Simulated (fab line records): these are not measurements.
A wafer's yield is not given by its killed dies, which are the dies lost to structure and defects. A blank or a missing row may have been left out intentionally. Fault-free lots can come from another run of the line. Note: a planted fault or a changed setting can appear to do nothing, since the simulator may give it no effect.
Matching of chambers | flow gf180mcu | 4 sister chambers for GF_V1_CMP_26 on cmp-02
The step polishes, stops on SiO2, t overpolish 15 s, target thk 0 nm. 8 wafers are shown with their chamber, then 12 later ones without.

== WAFERS, EACH WITH ITS CHAMBER ==
wafer  | chamber | motor-current-A (A) | time-to-endpoint-s (s)
L085.4 | 2       | 9.8                 | 90
L085.6 | 3       | 10.9                | 84
L090.4 | 1       | 13.6                | 82
L091.4 | 1       | 13.8                | 81
L091.5 | 3       | 12.1                | 75
L092.2 | 2       | 9.9                 | 87
L092.4 | 0       | 10.2                | 80
L092.5 | 0       | 9.7                 | 82

== WAFERS MISSING THEIR CHAMBER ==
wafer  | motor-current-A (A) | time-to-endpoint-s (s)
L094.2 | 11.2                | 76
L094.3 | 9.8                 | 77
L094.4 | 10.7                | 85
L093.3 | 9.8                 | 82
L093.4 | 12.9                | 79
L093.6 | 13.1                | 83
L095.1 | 13.1                | 82
L095.5 | 11.1                | 79
L095.6 | 9.8                 | 78
L096.2 | 10.7                | 85
L096.3 | 13.1                | 83
L096.5 | 13.1                | 82

== CHAMBER TAKEN BY EACH ==
wafer  | from the rows above          | in truth
L094.2 | can't be placed: 3 or 0      | 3
L094.3 | 0                            | 0
L094.4 | can't be placed: 0 or 2 or 3 | 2
L093.3 | can't be placed: 0 or 2      | 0
L093.4 | can't be placed: 1 or 3      | 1
L093.6 | 1                            | 1
L095.1 | 1                            | 1
L095.5 | can't be placed: 3 or 0      | 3
L095.6 | 0                            | 0
L096.2 | can't be placed: 0 or 2 or 3 | 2
L096.3 | 1                            | 1
L096.5 | 1                            | 1
6 of 12 placed correctly. Cannot be placed on the basis of these rows: 6; the candidates contain the true chamber in 6. Placed wrongly: 0.
How it was worked out, from the rows above alone: a wafer's distance from a chamber is the root of the sum, over the readings, of the square of ((its reading less the chamber's mean) divided by the reading's scatter). The wafer belongs to the nearest chamber; if the next one is less than 2 further off, it can't be placed. For every chamber, the mean is computed from those of its wafers that are shown. The scatter is the square root of a quotient: the sum, over the shown wafers, of each reading's squared deviation from its chamber's mean, divided by wafers minus chambers.
